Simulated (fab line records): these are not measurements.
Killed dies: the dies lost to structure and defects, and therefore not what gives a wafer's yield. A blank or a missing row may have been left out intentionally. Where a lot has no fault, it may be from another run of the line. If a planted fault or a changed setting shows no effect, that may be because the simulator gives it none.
Comparing a struck lot with a sound one + flow sky130 + 14 steps out of a route of 708
Sound: these wafers, L188.1, L188.3, L188.6. Wafers L202.2, L202.3, L202.5 were the ones struck. The cause is given at the end.
At each step with rows: each side's tool, then ch and its chambers, then its first start. Under that, the readings that differ: sound wafers + struck wafers + difference of the means + sigmas: that difference in standard deviations of wafers without a fault.
alike: a reading whose means differ by less than 2 such deviations, as well as words and numbers matching on both sides. not compared: withheld readings; readings where some wafer has no value; bounds like >300 that might hide an equal value; numbers whose values overlap and for which the record gives no deviation.
Wherever a step has rows on one side only, a row that says differs or no value, or a row with sigmas, the two part there. Non-overlapping numbers with no deviation appear without sigmas and do not part them. A reading that every wafer of one side lacks parts them only if that side has two wafers or more.

first, 4 steps without rows for these wafers: SKY_METAL3_STRIP_20 (strips in post etch residue remover, time 1200 s); SKY_METAL3_CLEAN_21 (cleans in IPA, time 180 s); SKY_METAL3_CLEAN_22 (cleans in O3/DIW); SKY_VIA3_HDPCVD_00 (deposits SiO2, target thk 1635 nm, time 264.8 s).
SKY_VIA3_THK_MEAS_01:
  sound on filmMetro-02, day 39 00:17; struck on filmMetro-02, day 43 22:40
  alike: VIA3_HDPCVD_THK
SKY_VIA3_CMP_02: polishes SiO2.
  sound on cmp-02 ch 1,3, day 39 00:24; struck on cmp-02 ch 0,3, day 43 22:43
  alike: motorCurrentA
SKY_VIA3_BOW_MEAS_03:
  sound on filmMetro-04, day 39 00:39; struck on filmMetro-02, day 43 23:02
  alike: VIA3_BOW
then, 5 steps without rows for these wafers: SKY_VIA3_DEHYDRATE_04 (time 60 s); SKY_VIA3_HMDS_05 (prime time 60 s); SKY_VIA3_COAT_06 (resist thk 60 nm); SKY_VIA3_COAT_07 (resist thk 450 nm); SKY_VIA3_SOFTBAKE_08 (time 90 s).
SKY_VIA3_EXPOSE_09: exposes mask VIM3, target cd 200 nm.
  struck on krfScanner-02, day 44 10:17; sound on krfScanner-02 ch 0, day 39 12:52
  no value came back on the struck wafers for exposureDoseMJCm2, focusOffsetNm (nm); on the sound wafers exposureDoseMJCm2 reads 37.97 38.03 38.00
  alike: mask
then, 1 step without rows for these wafers: SKY_VIA3_PEB_10.

## WHERE THEY PART
At SKY_VIA3_EXPOSE_09 and nowhere else, as far as this record goes.

WHY: the cause the simulator had injected
Step skipped in full: krfScanner-02, at SKY_VIA3_EXPOSE_09, from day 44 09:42 onward. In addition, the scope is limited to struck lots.
